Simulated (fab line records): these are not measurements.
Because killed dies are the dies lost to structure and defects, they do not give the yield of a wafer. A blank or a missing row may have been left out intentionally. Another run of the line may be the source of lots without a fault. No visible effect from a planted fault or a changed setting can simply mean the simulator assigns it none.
fab line records + flow gf180mcu
[record]
- lots = 14
- wafers = 42
- last_day = 34
route steps=602 shown STI@5 MVSD@70 DUAL_GATE@144 POLY_GATE@167
lots that met no fault: from a run of the same line without faults
start_h: hours from the record's first day to the start of the lot's first wafer shown + wait_h: hours since the lot's step before + " as in the row above + L1.1+2: several wafers, shown together as one row + - value missing, or start not given + * or withheld: withheld + < > ~ a bound
route shown NAME@n: a module of which the file shows steps, and the number in the route of the first + usual: mean/standard deviation of fault-free wafers + same: alike in all rows + chamber/n: place in a boat + sites: readings site by site + _std_site: standard deviation of those values + _edge_site: inner sites' mean taken away from outer sites' mean + radius_mm: how far each site lies from the wafer's centre + mask NAME#n: copy n + behind: the most recent tool/chamber to have shaped the wafer + hold: the reason the lot was held/the length of the hold in hours/how it ended + device: names the non-switching transistor (n, p or np) + end of line: the same wafers' tests at the end of the route + step lacking rows: just its recipe + killed: not the wafer's yield, but the dies lost to structure and defects at the first sort + map: dies across one wafer; x = killed, . = not, _ = none there
set.NAME: the setting as run; set.NAME@STEP: as run at that earlier step + model.NAME: the simulator's own value behind a step, which no gauge read
route steps across a sampled set of lots; one table per step, one row per wafer
services: the hour from which a tool's chamber was out of use, counted from the record's first day as start_h (under 0 if before that day), plus the number of hours and why
[[steps]]
[step GF_STI_THK_MEAS_04]
[recipe]
- reads = Si3N4_of_STI_CVD_03
[usual]
- STI_CVD_03_THK = 208.2/1.7
| lot.wafer | tool          | chamber | start_h | wait_h | STI_CVD_03_THK[nm] |
|-----------|---------------|---------|---------|--------|--------------------|
| L752.2    | film_metro-04 | -       | 14.66   | 0.0    | 205.8              |
| L752.5    | "             | -       | "       | "      | 207.1              |
| L752.6    | "             | -       | "       | "      | 207.0              |
| L753.1    | film_metro-04 | -       | 18.56   | 0.0    | 208.6              |
| L753.3    | "             | -       | "       | "      | 209.6              |
| L753.5    | "             | -       | "       | "      | 208.7              |
| L754.2    | film_metro-01 | -       | 23.57   | 0.0    | 206.1              |
| L754.5    | "             | -       | "       | "      | 208.2              |
| L754.6    | "             | -       | "       | "      | 207.3              |
| L755.1    | film_metro-01 | -       | 28.56   | 0.0    | 204.9              |
| L755.3    | "             | -       | "       | "      | 205.8              |
| L755.5    | "             | -       | "       | "      | 206.4              |
| L756.2    | film_metro-04 | -       | 34.52   | 0.0    | 207.1              |
| L756.3    | "             | -       | "       | "      | 207.9              |
| L756.5    | "             | -       | "       | "      | 207.4              |
| L757.1    | film_metro-01 | -       | 38.56   | 0.0    | 206.7              |
| L757.2    | "             | -       | "       | "      | 207.5              |
| L757.5    | "             | -       | "       | "      | 205.8              |
| L758.2    | film_metro-04 | -       | 43.57   | 0.0    | 208.9              |
| L758.5    | "             | -       | "       | "      | 207.3              |
| L758.6    | "             | -       | "       | "      | 208.6              |
| L760.1    | film_metro-02 | -       | 53.56   | 0.0    | 208.7              |
| L760.2    | "             | -       | "       | "      | 208.8              |
| L760.5    | "             | -       | "       | "      | 208.8              |
| L762.3    | film_metro-01 | -       | 64.57   | 0.0    | 208.0              |
| L762.4    | "             | -       | "       | "      | 208.6              |
| L762.6    | "             | -       | "       | "      | 209.7              |
| L763.2    | film_metro-01 | -       | 68.57   | 0.0    | 207.2              |
| L763.3    | "             | -       | "       | "      | 207.7              |
| L763.5    | "             | -       | "       | "      | 206.3              |
| L764.1    | film_metro-01 | -       | 74.61   | 0.0    | 209.9              |
| L764.3    | "             | -       | "       | "      | 206.5              |
| L764.6    | "             | -       | "       | "      | 209.3              |
| L765.1    | film_metro-04 | -       | 78.56   | 0.0    | 210.2              |
| L765.3    | "             | -       | "       | "      | 210.5              |
| L765.6    | "             | -       | "       | "      | 208.9              |
| L772.1    | film_metro-01 | -       | 114.67  | 0.0    | 207.9              |
| L772.5    | "             | -       | "       | "      | 208.3              |
| L772.6    | "             | -       | "       | "      | 207.5              |
| L775.3    | film_metro-04 | -       | 130.05  | 0.0    | 204.7              |
| L775.4    | "             | -       | "       | "      | 203.3              |
| L775.6    | "             | -       | "       | "      | 205.1              |
[step GF_MVSD_EXPOSE_04]
[recipe]
- mask_id = MVSD
- target_cd_nm = 1000
- na = 0.6
- source_shape = conventional
- sigma_outer = 0.6
- dose_mj = 260
[usual]
- exposure_dose_mJ_cm2 = 260.01/0.29
- reticle_temp_C = 22.98/0.11
| lot.wafer | tool             | chamber | start_h | wait_h | mask   | exposure_dose_mJ_cm2 | reticle_temp_C |
|-----------|------------------|---------|---------|--------|--------|----------------------|----------------|
| L752.2    | iline_stepper-02 | 0       | 77.58   | -      | MVSD#0 | 260.00               | 23.22          |
| L752.5    | "                | 0       | "       | "      | MVSD#0 | 260.28               | 23.00          |
| L752.6    | "                | 0       | "       | "      | MVSD#0 | 260.20               | 23.03          |
| L753.1    | iline_stepper-01 | 0       | 81.48   | -      | MVSD#0 | 259.89               | 23.03          |
| L753.3    | "                | 0       | "       | "      | MVSD#0 | 260.08               | 22.99          |
| L753.5    | "                | 0       | "       | "      | MVSD#0 | 260.00               | 22.77          |
| L754.2    | iline_stepper-01 | 0       | 88.04   | -      | MVSD#0 | 260.33               | 23.14          |
| L754.5    | "                | 0       | "       | "      | MVSD#0 | 260.30               | 22.92          |
| L754.6    | "                | 0       | "       | "      | MVSD#0 | 259.96               | 23.11          |
| L755.1    | iline_stepper-02 | 0       | 92.93   | -      | MVSD#0 | 259.87               | 22.94          |
| L755.3    | "                | 0       | "       | "      | MVSD#0 | 259.84               | 22.90          |
| L755.5    | "                | 0       | "       | "      | MVSD#0 | 259.97               | 22.75          |
| L756.2    | iline_stepper-01 | 0       | 99.75   | -      | MVSD#0 | 259.83               | 22.97          |
| L756.3    | "                | 0       | "       | "      | MVSD#0 | 260.11               | 23.06          |
| L756.5    | "                | 0       | "       | "      | MVSD#0 | 259.97               | 23.04          |
| L757.1    | iline_stepper-01 | 0       | 107.32  | -      | MVSD#0 | 259.99               | 22.90          |
| L757.2    | "                | 0       | "       | "      | MVSD#0 | 259.72               | 22.91          |
| L757.5    | "                | 0       | "       | "      | MVSD#0 | 259.83               | 22.61          |
| L758.2    | iline_stepper-02 | 0       | 112.23  | -      | MVSD#0 | 260.17               | 22.86          |
| L758.5    | "                | 0       | "       | "      | MVSD#0 | 260.15               | 22.84          |
| L758.6    | "                | 0       | "       | "      | MVSD#0 | 260.26               | 22.99          |
| L760.1    | iline_stepper-02 | 0       | 121.67  | -      | MVSD#0 | 259.77               | 22.95          |
| L760.2    | "                | 0       | "       | "      | MVSD#0 | 259.82               | 22.98          |
| L760.5    | "                | 0       | "       | "      | MVSD#0 | 259.24               | 23.05          |
| L762.3    | iline_stepper-01 | 0       | 135.45  | -      | MVSD#0 | 259.94               | 22.93          |
| L762.4    | "                | 0       | "       | "      | MVSD#0 | 259.95               | 23.02          |
| L762.6    | "                | 0       | "       | "      | MVSD#0 | 259.65               | 23.01          |
| L763.2    | iline_stepper-02 | 0       | 138.95  | -      | MVSD#0 | 260.24               | 22.94          |
| L763.3    | "                | 0       | "       | "      | MVSD#0 | 260.10               | 23.00          |
| L763.5    | "                | 0       | "       | "      | MVSD#0 | 260.19               | 22.77          |
| L764.1    | iline_stepper-01 | 0       | 144.79  | -      | MVSD#0 | 259.83               | 22.98          |
| L764.3    | "                | 0       | "       | "      | MVSD#0 | 259.86               | 22.99          |
| L764.6    | "                | 0       | "       | "      | MVSD#0 | 259.78               | 23.02          |
| L765.1    | iline_stepper-01 | 0       | 148.61  | -      | MVSD#0 | 259.67               | 23.10          |
| L765.3    | "                | 0       | "       | "      | MVSD#0 | 260.37               | 23.20          |
| L765.6    | "                | 0       | "       | "      | MVSD#0 | 260.20               | 23.04          |
| L772.1    | iline_stepper-02 | 0       | 189.86  | -      | MVSD#0 | 260.53               | 22.84          |
| L772.5    | "                | 0       | "       | "      | MVSD#0 | 260.25               | 22.93          |
| L772.6    | "                | 0       | "       | "      | MVSD#0 | 260.36               | 23.02          |
| L775.3    | iline_stepper-02 | 0       | 207.05  | -      | MVSD#0 | 260.18               | 23.03          |
| L775.4    | "                | 0       | "       | "      | MVSD#0 | 260.19               | 23.00          |
| L775.6    | "                | 0       | "       | "      | MVSD#0 | 260.10               | 23.04          |
[step GF_MVSD_OVL_MEAS_07]
[usual]
- MVSD_OVL = -1.5/1.5
| lot.wafer | tool       | chamber | start_h | wait_h | hold                     | MVSD_OVL[nm] |
|-----------|------------|---------|---------|--------|--------------------------|--------------|
| L752.2    | overlay-02 | -       | 84.43   | -      | -                        | 0.0          |
| L752.5    | "          | -       | "       | "      | -                        | 0.4          |
| L752.6    | "          | -       | "       | "      | -                        | 0.1          |
| L753.1    | overlay-02 | -       | 88.41   | -      | -                        | 0.6          |
| L753.3    | "          | -       | "       | "      | -                        | 0.3          |
| L753.5    | "          | -       | "       | "      | -                        | -1.4         |
| L754.2    | overlay-01 | -       | 94.23   | -      | -                        | -1.8         |
| L754.5    | "          | -       | "       | "      | -                        | -0.8         |
| L754.6    | "          | -       | "       | "      | -                        | -0.3         |
| L755.1    | overlay-02 | -       | 99.96   | -      | -                        | -3.4         |
| L755.3    | "          | -       | "       | "      | -                        | -3.4         |
| L755.5    | "          | -       | "       | "      | -                        | -2.9         |
| L756.2    | overlay-01 | -       | 106.33  | -      | -                        | 0.5          |
| L756.3    | "          | -       | "       | "      | -                        | 1.7          |
| L756.5    | "          | -       | "       | "      | -                        | -1.6         |
| L757.1    | overlay-01 | -       | 114.41  | -      | -                        | -1.1         |
| L757.2    | "          | -       | "       | "      | -                        | -0.8         |
| L757.5    | "          | -       | "       | "      | -                        | -0.8         |
| L758.2    | overlay-01 | -       | 119.11  | -      | -                        | -3.3         |
| L758.5    | "          | -       | "       | "      | -                        | -1.9         |
| L758.6    | "          | -       | "       | "      | -                        | -2.9         |
| L760.1    | overlay-02 | -       | 128.46  | -      | -                        | -3.1         |
| L760.2    | "          | -       | "       | "      | -                        | -3.6         |
| L760.5    | "          | -       | "       | "      | -                        | -2.0         |
| L762.3    | overlay-01 | -       | 142.93  | -      | -                        | -3.7         |
| L762.4    | "          | -       | "       | "      | -                        | -4.6         |
| L762.6    | "          | -       | "       | "      | -                        | -4.7         |
| L763.2    | overlay-02 | -       | 146.87  | -      | -                        | -0.6         |
| L763.3    | "          | -       | "       | "      | -                        | -1.3         |
| L763.5    | "          | -       | "       | "      | -                        | -1.1         |
| L764.1    | overlay-01 | -       | 152.26  | -      | await_dispo/0.2h/release | -128.3       |
| L764.3    | "          | -       | "       | "      | await_dispo/0.2h/release | -128.5       |
| L764.6    | "          | -       | "       | "      | await_dispo/0.2h/release | -128.6       |
| L764.1    | overlay-01 | -       | 152.46  | 0.2    | -                        | -128.2       |
| L764.3    | "          | -       | "       | "      | -                        | -128.2       |
| L764.6    | "          | -       | "       | "      | -                        | -128.6       |
| L765.1    | overlay-01 | -       | 156.41  | -      | await_dispo/0.2h/release | -130.2       |
| L765.3    | "          | -       | "       | "      | await_dispo/0.2h/release | -131.5       |
| L765.6    | "          | -       | "       | "      | await_dispo/0.2h/release | -130.9       |
| L765.1    | overlay-01 | -       | 156.61  | 0.2    | -                        | -130.1       |
| L765.3    | "          | -       | "       | "      | -                        | -131.4       |
| L765.6    | "          | -       | "       | "      | -                        | -130.9       |
| L772.1    | overlay-01 | -       | 197.96  | -      | -                        | -2.1         |
| L772.5    | "          | -       | "       | "      | -                        | -1.7         |
| L772.6    | "          | -       | "       | "      | -                        | -0.9         |
| L775.3    | overlay-02 | -       | 215.97  | -      | -                        | -1.6         |
| L775.4    | "          | -       | "       | "      | -                        | -0.5         |
| L775.6    | "          | -       | "       | "      | -                        | -1.8         |
[step GF_DUAL_GATE_THK_MEAS_03]
[recipe]
- reads = SiO2_of_DUAL_GATE_OXIDATION_02
[usual]
- DUAL_GATE_OXIDATION_00_THK = 10.94/0.21
| lot.wafer | tool          | chamber | start_h | wait_h | DUAL_GATE_OXIDATION_00_THK[nm] |
|-----------|---------------|---------|---------|--------|--------------------------------|
| L752.2    | film_metro-04 | -       | 160.37  | 0.0    | 10.80                          |
| L752.5    | "             | -       | "       | "      | 10.90                          |
| L752.6    | "             | -       | "       | "      | 10.74                          |
| L753.1    | film_metro-01 | -       | 166.40  | 0.0    | 11.03                          |
| L753.3    | "             | -       | "       | "      | 11.16                          |
| L753.5    | "             | -       | "       | "      | 11.10                          |
| L754.2    | film_metro-04 | -       | 172.67  | 0.0    | 10.79                          |
| L754.5    | "             | -       | "       | "      | 10.76                          |
| L754.6    | "             | -       | "       | "      | 10.74                          |
| L755.1    | film_metro-04 | -       | 179.21  | 0.0    | 11.04                          |
| L755.3    | "             | -       | "       | "      | 11.04                          |
| L755.5    | "             | -       | "       | "      | 11.19                          |
| L756.2    | film_metro-01 | -       | 185.84  | 0.0    | 11.09                          |
| L756.3    | "             | -       | "       | "      | 11.04                          |
| L756.5    | "             | -       | "       | "      | 11.07                          |
| L757.1    | film_metro-04 | -       | 196.34  | 0.0    | 10.77                          |
| L757.2    | "             | -       | "       | "      | 10.65                          |
| L757.5    | "             | -       | "       | "      | 10.53                          |
| L758.2    | film_metro-04 | -       | 201.57  | 0.0    | 11.25                          |
| L758.5    | "             | -       | "       | "      | 11.37                          |
| L758.6    | "             | -       | "       | "      | 11.23                          |
| L760.1    | film_metro-01 | -       | 212.22  | 0.0    | 11.00                          |
| L760.2    | "             | -       | "       | "      | 10.70                          |
| L760.5    | "             | -       | "       | "      | 10.72                          |
| L762.3    | film_metro-01 | -       | 228.27  | 0.0    | 10.99                          |
| L762.4    | "             | -       | "       | "      | 10.98                          |
| L762.6    | "             | -       | "       | "      | 11.07                          |
| L763.2    | film_metro-01 | -       | 234.27  | 0.0    | 11.10                          |
| L763.3    | "             | -       | "       | "      | 11.01                          |
| L763.5    | "             | -       | "       | "      | 11.14                          |
| L772.1    | film_metro-04 | -       | 293.43  | 0.0    | 10.85                          |
| L772.5    | "             | -       | "       | "      | 10.74                          |
| L772.6    | "             | -       | "       | "      | 10.79                          |
| L775.3    | film_metro-04 | -       | 313.94  | 0.0    | 11.23                          |
| L775.4    | "             | -       | "       | "      | 11.31                          |
| L775.6    | "             | -       | "       | "      | 11.26                          |
[step GF_POLY_GATE_CD_MEAS_10]
[recipe]
- target_cd_nm = 280
[usual]
- cd_nm = 279.9/1
| lot.wafer | tool      | chamber | start_h | wait_h | cd_nm |
|-----------|-----------|---------|---------|--------|-------|
| L752.2    | cd_sem-02 | -       | 196.53  | 0.1    | 279.6 |
| L752.5    | "         | -       | "       | "      | 279.8 |
| L752.6    | "         | -       | "       | "      | 279.9 |
| L753.1    | cd_sem-01 | -       | 202.72  | 0.1    | 280.0 |
| L753.3    | "         | -       | "       | "      | 280.5 |
| L753.5    | "         | -       | "       | "      | 280.8 |
| L754.2    | cd_sem-02 | -       | 209.13  | 0.1    | 279.4 |
| L754.5    | "         | -       | "       | "      | 279.6 |
| L754.6    | "         | -       | "       | "      | 279.0 |
| L755.1    | cd_sem-02 | -       | 216.66  | 0.1    | 278.8 |
| L755.3    | "         | -       | "       | "      | 277.9 |
| L755.5    | "         | -       | "       | "      | 279.5 |
| L756.2    | cd_sem-01 | -       | 223.18  | 0.1    | 278.0 |
| L756.3    | "         | -       | "       | "      | 277.3 |
| L756.5    | "         | -       | "       | "      | 278.2 |
| L757.1    | cd_sem-02 | -       | 233.21  | 0.1    | 279.8 |
| L757.2    | "         | -       | "       | "      | 279.6 |
| L757.5    | "         | -       | "       | "      | 280.3 |
| L758.2    | cd_sem-01 | -       | 240.08  | 0.1    | 280.3 |
| L758.5    | "         | -       | "       | "      | 279.6 |
| L758.6    | "         | -       | "       | "      | 279.6 |
| L760.1    | cd_sem-01 | -       | 251.81  | 0.1    | 279.4 |
| L760.2    | "         | -       | "       | "      | 279.9 |
| L760.5    | "         | -       | "       | "      | 278.0 |
| L762.3    | cd_sem-02 | -       | 270.91  | 0.1    | 280.5 |
| L762.4    | "         | -       | "       | "      | 281.3 |
| L762.6    | "         | -       | "       | "      | 282.2 |
| L763.2    | cd_sem-02 | -       | 275.99  | 0.1    | 280.2 |
| L763.3    | "         | -       | "       | "      | 279.6 |
| L763.5    | "         | -       | "       | "      | 279.4 |
| L772.1    | cd_sem-01 | -       | 337.37  | 0.1    | 280.0 |
| L772.5    | "         | -       | "       | "      | 281.8 |
| L772.6    | "         | -       | "       | "      | 279.8 |
| L775.3    | cd_sem-01 | -       | 357.99  | 0.1    | 280.0 |
| L775.4    | "         | -       | "       | "      | 280.5 |
| L775.6    | "         | -       | "       | "      | 279.5 |
[[services]]
| tool             | chamber | start_h | hours | kind   |
|------------------|---------|---------|-------|--------|
| iline_stepper-02 | -       | 85.76   | 1.7   | pm     |
| iline_stepper-01 | -       | 97.16   | 1.7   | pm     |
| iline_stepper-01 | -       | 162.67  | 13.9  | repair |
[[key]]
[first_sign]
- step = GF_MVSD_OVL_MEAS_07
- reading = visit
- direction = added
[effect]
- step = GF_MVSD_OVL_MEAS_07
- reading = MVSD_OVL
- direction = down
- sigmas = 84
- usual = -1.5
- struck = -129.7
met_at GF_MVSD_EXPOSE_04
struck_lots L764,L765
scrapped_behind GF_MVSD_OVL_MEAS_07 L764.1,L764.3,L764.6,L765.1,L765.3,L765.6
not_acting_at GF_STI_THK_MEAS_04,GF_DUAL_GATE_THK_MEAS_03,GF_POLY_GATE_CD_MEAS_10
onset_between 135.45 144.79
[fault]
- kind = scanner_matching_overlay
- tool = iline_stepper-01
- chamber = -
- onset_h = 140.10
- steps = GF_MVSD_EXPOSE_04
- offset = -128.61
